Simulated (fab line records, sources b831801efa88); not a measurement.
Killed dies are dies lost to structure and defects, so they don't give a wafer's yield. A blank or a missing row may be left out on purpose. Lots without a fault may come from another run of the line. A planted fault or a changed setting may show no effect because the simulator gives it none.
fab line records | flow gf180mcu
record lots=13 wafers=39 last_day=33
route steps=602 shown NWELL@51 VT_IMPLANT@99 CONTACT@291
lots that met no fault: from a run of the same line without faults
start_h: hours from the record's first day to the start of the lot's first wafer shown | wait_h: hours since the lot's step before | " the same as in the row above | L1.1+2: a row that stands for several wafers | - no value, or no start given | * or withheld: withheld | < > ~ a bound
route shown NAME@n: a module of which the file shows steps, and the number in the route of the first | usual: mean/standard deviation of fault-free wafers | same: alike in all rows | chamber/n: place in a boat | sites: the reading at each site | _std_site: their standard deviation | _edge_site: outer sites' mean less inner sites' | radius_mm: how far each site lies from the wafer's centre | mask NAME#n: copy n | behind: the tool/chamber that last shaped the wafer | hold: why the lot was held/for how many hours/how that ended | device: the transistor (n, p or np) that didn't switch | end of line: the same wafers' tests at the end of the route | a step without rows: its recipe alone | killed: dies lost to structure and defects at the first sort, not the wafer's yield | map: a wafer's dies, x killed, . not, _ none there
set.NAME: the setting as run; set.NAME@STEP: as run at that earlier step | model.NAME: the simulator's own value behind a step, which no gauge read
steps of the route over a sample of lots; a table a step, a row a wafer
services: from which hour (start_h, from the record's first day; less than 0 if before it) a tool's chamber was out of use, for how many hours, and why
## steps
# step GF_NWELL_IMPLANT_09
# recipe species=P energy_kev=160 dose_cm2=4e+12 tilt_deg=0
# usual implant_ion_amu=31/0
# columns lot.wafer tool chamber start_h wait_h implant_ion_amu
L965.2 implanter-01 0 55.92 0.1 31
L965.4 " 0 " " 31
L965.6 " 0 " " 31
L968.2 implanter-01 0 71.12 0.1 31
L968.3 " 0 " " 31
L968.5 " 0 " " 31
L970.1 implanter-04 0 83.31 0.1 31
L970.2 " 0 " " 31
L970.4 " 0 " " 31
L971.1 implanter-04 0 87.21 0.1 31
L971.2 " 0 " " 31
L971.6 " 0 " " 31
L972.1 implanter-04 0 93.16 0.1 31
L972.2 " 0 " " 31
L972.4 " 0 " " 31
L973.1 implanter-03 0 98.26 0.1 31
L973.2 " 0 " " 31
L973.5 " 0 " " 31
L974.1 implanter-01 0 104.56 0.1 31
L974.5 " 0 " " 31
L974.6 " 0 " " 31
L976.2 implanter-03 0 116.14 0.1 31
L976.4 " 0 " " 31
L976.5 " 0 " " 31
L977.2 implanter-04 0 120.57 0.1 31
L977.5 " 0 " " 31
L977.6 " 0 " " 31
L978.2 implanter-04 0 124.67 0.1 31
L978.4 " 0 " " 31
L978.5 " 0 " " 31
L982.2 implanter-01 0 148.07 0.1 75
L982.3 " 0 " " 75
L982.5 " 0 " " 75
L983.1 implanter-04 0 155.04 0.1 75
L983.3 " 0 " " 75
L983.6 " 0 " " 75
L984.1 implanter-04 0 158.29 0.1 75
L984.5 " 0 " " 75
L984.6 " 0 " " 75
# step GF_NWELL_TW_MEAS_11
# usual NWELL_TW=1570/9.4
# columns lot.wafer tool chamber start_h wait_h NWELL_TW
L965.2 film_metro-04 - 56.15 0.1 1572
L965.4 " - " " 1575
L965.6 " - " " 1567
L968.2 film_metro-04 - 71.35 0.1 1575
L968.3 " - " " 1576
L968.5 " - " " 1577
L970.1 film_metro-02 - 83.56 0.1 1566
L970.2 " - " " 1555
L970.4 " - " " 1551
L971.1 film_metro-01 - 87.55 0.2 1573
L971.2 " - " " 1576
L971.6 " - " " 1574
L972.1 film_metro-02 - 93.41 0.1 1562
L972.2 " - " " 1553
L972.4 " - " " 1559
L973.1 film_metro-02 - 98.51 0.1 1569
L973.2 " - " " 1558
L973.5 " - " " 1565
L974.1 film_metro-04 - 104.81 0.1 1578
L974.5 " - " " 1581
L974.6 " - " " 1578
L976.2 film_metro-01 - 116.37 0.1 1573
L976.4 " - " " 1578
L976.5 " - " " 1564
L977.2 film_metro-02 - 120.80 0.1 1553
L977.5 " - " " 1563
L977.6 " - " " 1551
L978.2 film_metro-04 - 124.90 0.1 1582
L978.4 " - " " 1573
L978.5 " - " " 1577
L982.2 film_metro-04 - 148.30 0.1 1705
L982.3 " - " " 1709
L982.5 " - " " 1702
L983.1 film_metro-02 - 155.29 0.1 1706
L983.3 " - " " 1705
L983.6 " - " " 1695
L984.1 film_metro-02 - 158.54 0.1 1700
L984.5 " - " " 1695
L984.6 " - " " 1693
# step GF_VT_IMPLANT_STRIP_09
# recipe chemistry=O2/N2 power_w=1400 pressure_mtorr=1500 platen_temp_c=250 o2_flow_sccm=3000 n2_flow_sccm=300 overash_fraction=0.5
# usual drypump_motor_current_A=6.2/0.4 heater_power_w=319/46 oes_product_au=0.716/0.0043 strip_time_to_endpoint_s=12.61/0.03
# columns lot.wafer tool chamber start_h wait_h drypump_motor_current_A heater_power_w oes_product_au rf_hours_counter_h strip_time_to_endpoint_s
L965.2 plasma_asher-03 0 109.91 0.1 6.4 289 0.715 30 12.58
L965.4 " 0 " " 6.4 287 0.719 - 12.58
L965.6 " 0 " " 6.4 293 0.716 - 12.57
L968.2 plasma_asher-03 1 128.36 0.1 6.6 295 0.713 33 12.62
L968.3 " 1 " " 6.6 299 0.704 - 12.64
L968.5 " 1 " " 6.6 304 0.719 - 12.62
L970.1 plasma_asher-02 0 140.71 0.1 6.1 330 0.720 3 12.58
L970.2 " 1 " " 5.3 369 0.711 3 12.58
L970.4 " 1 " " 5.3 354 0.718 - 12.57
L971.1 plasma_asher-04 0 145.96 0.1 5.8 415 0.716 47 12.58
L971.2 " 1 " " 5.9 287 0.722 47 12.59
L971.6 " 1 " " 5.9 287 0.717 - 12.59
L972.1 plasma_asher-02 0 152.51 0.1 6.1 330 0.718 4 12.63
L972.2 " 1 " " 5.3 367 0.717 4 12.65
L972.4 " 1 " " 5.3 365 0.714 - 12.64
L973.1 plasma_asher-04 0 158.01 0.1 5.8 403 0.709 49 12.64
L973.2 " 1 " " 5.9 283 0.717 49 12.64
L973.5 " 1 " " 5.9 286 0.713 - 12.61
L974.1 plasma_asher-02 1 165.76 0.1 5.3 365 0.714 5 12.61
L974.5 " 0 " " 6.1 329 0.713 - 12.60
L974.6 " 1 " " 5.3 367 0.723 - 12.64
L976.2 plasma_asher-04 1 179.23 0.1 5.9 282 0.715 51 12.68
L976.4 " 0 " " 5.8 421 0.723 - 12.66
L976.5 " 0 " " 5.8 426 0.717 - 12.67
L977.2 plasma_asher-04 0 183.71 0.1 5.8 416 0.719 52 12.60
L977.5 " 1 " " 5.9 286 0.720 - 12.60
L977.6 " 0 " " 5.8 415 0.713 - 12.59
L978.2 plasma_asher-03 1 188.71 0.1 6.7 295 0.715 39 12.56
L978.4 " 1 " " 6.6 303 0.721 - 12.54
L978.5 " 1 " " 6.6 296 0.723 - 12.60
L982.2 plasma_asher-03 1 216.54 0.1 6.6 298 0.721 42 12.60
L982.3 " 0 " " 6.4 288 0.724 - 12.60
L982.5 " 1 " " 6.6 293 0.721 - 12.65
L983.1 plasma_asher-03 0 221.54 0.1 6.4 284 0.709 43 12.63
L983.3 " 0 " " 6.4 292 0.716 - 12.59
L983.6 " 1 " " 6.6 307 0.719 - 12.65
L984.1 plasma_asher-03 0 227.09 0.1 6.4 281 0.718 43 12.60
L984.5 " 0 " " 6.4 295 0.714 - 12.60
L984.6 " 1 " " 6.6 295 0.722 - 12.62
# step GF_VT_IMPLANT_TW_MEAS_10
# usual VT_IMPLANT_TW=561/3.2
# columns lot.wafer tool chamber start_h wait_h VT_IMPLANT_TW
L965.2 film_metro-02 - 110.02 0.1 558
L965.4 " - " " 563
L965.6 " - " " 560
L968.2 film_metro-02 - 128.47 0.1 559
L968.3 " - " " 561
L968.5 " - " " 561
L970.1 film_metro-02 - 140.81 0.1 560
L970.2 " - " " 560
L970.4 " - " " 559
L971.1 film_metro-03 - 146.06 0.1 565
L971.2 " - " " 560
L971.6 " - " " 564
L972.1 film_metro-04 - 152.61 0.1 562
L972.2 " - " " 564
L972.4 " - " " 562
L973.1 film_metro-03 - 158.11 0.1 558
L973.2 " - " " 563
L973.5 " - " " 562
L974.1 film_metro-02 - 165.86 0.1 558
L974.5 " - " " 557
L974.6 " - " " 558
L976.2 film_metro-04 - 179.34 0.1 560
L976.4 " - " " 561
L976.5 " - " " 560
L977.2 film_metro-03 - 183.82 0.1 564
L977.5 " - " " 566
L977.6 " - " " 564
L978.2 film_metro-03 - 188.82 0.1 564
L978.4 " - " " 564
L978.5 " - " " 564
L982.2 film_metro-02 - 216.65 0.1 558
L982.3 " - " " 556
L982.5 " - " " 556
L983.1 film_metro-04 - 221.64 0.1 566
L983.3 " - " " 566
L983.6 " - " " 567
L984.1 film_metro-04 - 227.19 0.1 566
L984.5 " - " " 564
L984.6 " - " " 563
# step GF_CONTACT_CMP_04
# recipe material=SiO2 down_force_psi=4 platen_rpm=60 pad_velocity_m_s=0.94248
# usual edge_zone_pressure_frac=0.999/0.0055 motor_current_A=11.9/1.6 slurry_flow_ml_min=150.0/0.51 time_to_endpoint_s=109/6.2
# columns lot.wafer tool chamber start_h wait_h edge_zone_pressure_frac motor_current_A slurry_flow_ml_min time_to_endpoint_s
L965.2 cmp-01 2 335.13 0.1 0.995 11.2 150.5 117
L965.4 " 3 " " 0.995 12.5 150.2 111
L965.6 " 2 " " 0.987 11.0 150.3 120
L968.3 cmp-01 0 359.43 0.0 0.993 10.8 150.7 104
L968.2 " 1 " " 0.996 10.7 149.9 104
L968.5 " 1 " " 0.998 9.7 149.0 114
L970.4 cmp-01 3 382.81 0.1 0.996 12.5 150.9 93
L970.2 " 0 " " 0.997 12.0 150.6 110
L970.1 " 1 " " 0.997 10.3 150.4 98
L971.2 cmp-01 1 390.75 0.1 0.994 9.7 150.6 104
L971.1 " 2 " " 0.994 10.8 150.0 109
L971.6 " 0 " " 0.993 12.1 150.4 118
L972.1 cmp-01 0 398.25 0.1 1.010 11.5 150.1 113
L972.2 " 1 " " 1.000 9.9 150.3 107
L972.4 " 3 " " 0.996 11.8 149.5 104
L973.2 cmp-01 3 405.32 0.4 1.004 11.6 150.0 103
L973.1 " 0 " " 0.992 11.3 150.0 102
L973.5 " 3 " " 1.004 11.8 149.7 99
L974.1 cmp-02 0 415.96 0.1 1.004 10.6 150.8 105
L974.5 " 3 " " 1.010 14.9 149.8 113
L974.6 " 0 " " 1.005 10.4 150.0 99
L976.2 cmp-02 0 439.15 0.0 1.004 10.8 149.3 98
L976.4 " 2 " " 0.994 12.9 149.4 110
L976.5 " 1 " " 1.003 12.6 149.6 102
L977.2 cmp-01 3 442.54 0.0 0.988 11.6 149.4 105
L977.6 " 3 " " 0.991 11.9 149.7 102
L977.5 " 0 " " 1.002 11.7 149.9 114
L978.2 cmp-01 2 448.37 0.0 0.988 11.1 150.5 104
L978.4 " 3 " " 1.002 12.5 149.9 104
L978.5 " 2 " " 0.990 11.9 150.3 123
L982.2 cmp-01 3 494.21 0.2 0.991 11.2 149.7 100
L982.3 " 0 " " 1.006 11.4 149.3 108
L982.5 " 3 " " 0.994 11.7 149.4 105
L983.1 cmp-02 0 498.35 0.1 0.999 10.5 149.3 99
L983.3 " 1 " " 0.998 12.1 150.2 103
L983.6 " 2 " " 0.999 13.5 150.1 112
L984.1 cmp-02 0 502.99 0.1 1.004 11.1 150.3 103
L984.6 " 3 " " 0.998 15.7 150.0 107
L984.5 " 0 " " 0.996 10.7 150.3 107
## services
# columns tool chamber start_h hours kind
cmp-02 - 56.27 4.6 pm
plasma_asher-04 - 56.73 15.6 pm
cmp-02 - 64.00 4.0 pm
cmp-01 - 72.16 0.2 repair
cmp-02 - 73.13 1.3 repair
cmp-01 - 85.56 3.5 repair
cmp-02 - 88.64 0.7 repair
plasma_asher-04 - 93.43 3.9 repair
cmp-01 - 96.43 0.9 repair
cmp-02 - 108.63 1.3 repair
plasma_asher-04 - 109.79 14.6 pm
cmp-02 - 117.76 4.9 pm
plasma_asher-03 - 126.86 0.8 repair
cmp-01 - 140.69 6.0 pm
cmp-01 - 160.10 2.9 repair
cmp-01 - 211.03 3.2 repair
cmp-01 - 232.16 4.0 pm
implanter-04 - 254.76 10.5 repair
cmp-01 - 304.10 0.6 repair
cmp-01 - 355.02 0.3 repair
implanter-04 - 383.06 1.4 repair
implanter-04 - 399.94 4.0 pm
cmp-01 - 436.59 1.0 repair
cmp-01 - 436.62 0.2 repair
## key
first_sign step=GF_NWELL_IMPLANT_09 reading=implant_ion_amu direction=up sigmas=99+ usual=31 struck=75
effect step=GF_NWELL_TW_MEAS_11 reading=NWELL_TW direction=up sigmas=14 usual=1570 struck=1701
met_at GF_NWELL_IMPLANT_09
struck_lots L982,L983,L984
tester_left_out L982,L983,L984
not_acting_at GF_VT_IMPLANT_STRIP_09,GF_VT_IMPLANT_TW_MEAS_10,GF_CONTACT_CMP_04
onset_between 124.67 148.07
fault kind=wrong_recipe_download tool=implanter-01,implanter-03,implanter-04 chamber=- onset_h=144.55 steps=GF_NWELL_IMPLANT_09 wrong_recipe.not_listed=1
# tester_left_out: of these lots the tester's yield and bins aren't shown, on N5 and GAA mostly nor the transistor test; their killed dies are dies lost to structure and defects alone, not to doping, threshold or leakage, so they don't give the yield
